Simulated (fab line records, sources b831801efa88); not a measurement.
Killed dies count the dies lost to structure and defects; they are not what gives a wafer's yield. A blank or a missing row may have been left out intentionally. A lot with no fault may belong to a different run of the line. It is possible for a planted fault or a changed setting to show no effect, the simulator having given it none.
The same fault as seen by 2 desks | flow sfq-line | what lay behind the numbers comes last; until then each desk has only its own

METROLOGY DESK
What the gauges read, lot by lot, whatever tool the lot ran on: means of the sampled wafers that have a number. The brackets show how far a lot's mean lies from the usual mean; more than 4 standard deviations puts the lot out of limits, marked OUT.
Columns: A = M8_OVL at SFQ_M8_OVL_MEAS_948, usual 1 nm; B = M8_AU_THK at SFQ_M8_THK_MEAS_950, usual 180.1 nm
lot  | first seen here | A  | B
L287 | day 80 15:27    | 3  | 181.7
L288 | day 80 16:38    | -6 | 177.5
L289 | day 80 21:26    | -3 | 178.3
L290 | day 81 05:50    | 3  | 181.3
L296 | day 83 15:26    | 5  | 181.3
L303 | day 91 02:04    | 0  | 178.6
L304 | day 91 08:11    | -3 | 183.0
L305 | day 91 09:23    | 3  | 181.9
L306 | day 91 11:48    | -0 | 181.2
L307 | day 91 14:11    | 4  | 175.9
L308 | day 91 16:35    | 6  | 180.4
L309 | day 91 21:23    | 4  | 183.0
L310 | day 92 05:55    | -5 | 181.3
This desk's finding: nothing out of limits on any of the 13 lots.

THE TOOL OWNER'S DESK: cmp-01
The tool's own readings at SFQ_TRILAYER_I7_CMP_CMP_184 (polishes SiO2): means of the sampled wafers that have a number, for each lot that ran on this tool. The brackets show how far a lot's mean lies from the usual mean; more than 4 standard deviations puts the lot out of limits, marked OUT.
Columns: A = head-pressure-psi at SFQ_TRILAYER_I7_CMP_CMP_184, usual 3.000 psi; B = motor-current-A at SFQ_TRILAYER_I7_CMP_CMP_184, usual 10.5 A; C = time-to-endpoint-s at SFQ_TRILAYER_I7_CMP_CMP_184, usual 222 s
lot  | first seen here | A               | B    | C
L287 | day 76 16:18    | 2.999           | 11.0 | 224
L288 | day 76 20:17    | 3.001           | 10.9 | 218
L290 | day 77 08:17    | 3.000           | 10.7 | 231
L296 | day 79 01:04    | 3.171 (+27) OUT | 11.4 | 211
L304 | day 87 18:17    | 2.997           | 11.5 | 229
L305 | day 87 21:17    | 3.000           | 11.6 | 231
L307 | day 88 03:22    | 3.003           | 11.2 | 232
L309 | day 88 07:01    | 3.003           | 12.0 | 228
Finding of this desk: L296 out of limits; the first was L296 at day 79 01:04, on head-pressure-psi at SFQ_TRILAYER_I7_CMP_CMP_184. In limits: L287, L288, L290, L304, L305, L307, L309.

ALL TOGETHER
An alarm could have come from the tool owner's desk at day 79 01:04, on L296.
Nothing out of limits was seen by the metrology desk.
The metrology desk holds a record of L296, inside its limits.
Of the lots named, all ran SFQ_TRILAYER_I7_CMP_CMP_184 on cmp-01.

WHAT THE SIMULATOR HAD INSERTED
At SFQ_TRILAYER_I7_CMP_CMP_184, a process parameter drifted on cmp-01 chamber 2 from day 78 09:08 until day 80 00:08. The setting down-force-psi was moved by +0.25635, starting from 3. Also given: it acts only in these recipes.
Shown lots that were struck: L296.
Time in hours from fault onset to the first out-of-limits reading at each desk: the tool owner's desk, 16.
